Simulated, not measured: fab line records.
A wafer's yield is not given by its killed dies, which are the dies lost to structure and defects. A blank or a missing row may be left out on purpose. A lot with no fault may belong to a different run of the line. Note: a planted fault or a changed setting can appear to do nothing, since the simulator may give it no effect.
Struck lot and sound lot, side by side / flow sky130 / 15 out of 708 route steps
Sound: these wafers, L900.2, L900.3, L900.4. Wafers struck: L906.2, L906.4, L906.6. The cause is named last.
Each step with rows lists, per side, the tool, then ch with its chambers, then its first start. Under that, the readings that differ: sound wafers / struck wafers / difference of the means / sigmas: that difference in standard deviations of wafers without a fault.
alike: a reading whose means differ by less than 2 such deviations, as well as words and numbers matching on both sides. not compared: withheld readings; readings where some wafer has no value; bounds like >300 that might hide an equal value; numbers whose values overlap and for which the record gives no deviation.
A row with sigmas, a row that says differs or no value, or rows on one side alone: a step with any of these is where the two part. Non-overlapping numbers with no deviation appear without sigmas and do not part them. A reading that every wafer of one side lacks parts them only if that side has two wafers or more.

first, 1 step without rows for these wafers: SKY_LDD_N_IMPLANT_15.
SKY_LDD_N_STRIP_16: strips in O2/N2.
  sound on plasma_asher-03 ch 0,1, day 21 17:56; struck on plasma_asher-03 ch 1, day 24 21:31
  alike: drypump_motor_current_A, oes_product_au, strip_time_to_endpoint_s
  not compared: rf_hours_counter_h
SKY_LDD_N_TW_MEAS_17:
  sound on film_metro-03 at day 21 18:02; struck on film_metro-04 at day 24 21:38
reading=LDD_N_TW; sound=2559 2540 2538; struck=2602 2578 2601; difference=+48; sigmas=+2
then, 7 steps without rows for these wafers: SKY_LDD_P_DEHYDRATE_00 (time 60 s); SKY_LDD_P_HMDS_01 (prime time 60 s); SKY_LDD_P_COAT_02 (resist thk 1140 nm); SKY_LDD_P_SOFTBAKE_03 (time 60 s); SKY_LDD_P_EXPOSE_04 (exposes mask PSDM, target cd 380 nm); SKY_LDD_P_PEB_05; SKY_LDD_P_DEVELOP_06 (develop time 60 s).
SKY_LDD_P_CD_MEAS_07 targets a cd of 380 nm.
  sound on cd_sem-02 at day 23 00:37; struck on cd_sem-01 at day 26 02:38
  alike: cd_nm
SKY_LDD_P_OVL_MEAS_08:
  sound on overlay-01 at day 23 00:43; struck on overlay-01 at day 26 02:45
  alike: LDD_P_OVL
SKY_LDD_P_IMPLANT_09:
  sound on implanter-03 ch 0, day 23 00:46; struck on implanter-01 ch 0, day 26 02:48
reading=beam_energy_keV; sound=25.017 25.006 25.009; struck=26.488 26.490 26.486; difference=+1.477; sigmas=+99 or more
reading=model.implant.rp_nm (nm); sound=20.79 20.79 20.79; struck=21.7 21.7 21.7; difference=+0.9; sigmas=
reading=model.implant.drp_nm (nm); sound=11.41 11.41 11.41; struck=11.89 11.89 11.89; difference=+0.48; sigmas=
SKY_LDD_P_STRIP_10: strips in O2/N2.
  sound on plasma_asher-03 ch 0,1, day 23 00:53; struck on plasma_asher-02 ch 0,1, day 26 02:56
  alike: drypump_motor_current_A, oes_product_au, strip_time_to_endpoint_s
  not compared: rf_hours_counter_h
-- the record jumps here: 24 days lie between the struck wafers' starts before and after (it left off in module LDD_P and takes up again in module PAD_OPEN, whose first step shown is number 708 of the route) --
SKY_PAD_OPEN_PROBE_99:
  sound on prober-01 at day 48 11:35; struck on prober-02 at day 50 13:44
reading=killed_short; sound=34 27 33; struck=45 43 43; difference=+12; sigmas=+2
  alike: killed_at_M0_to_M3, killed_at_M4_up, killed_at_contacts, killed_at_front_end, killed_at_other, killed_dies, killed_on_rim, killed_open

## WHERE THEY PART
Earliest at SKY_LDD_N_TW_MEAS_17; latest, in this record, at SKY_PAD_OPEN_PROBE_99.

WHY: the cause the simulator had injected
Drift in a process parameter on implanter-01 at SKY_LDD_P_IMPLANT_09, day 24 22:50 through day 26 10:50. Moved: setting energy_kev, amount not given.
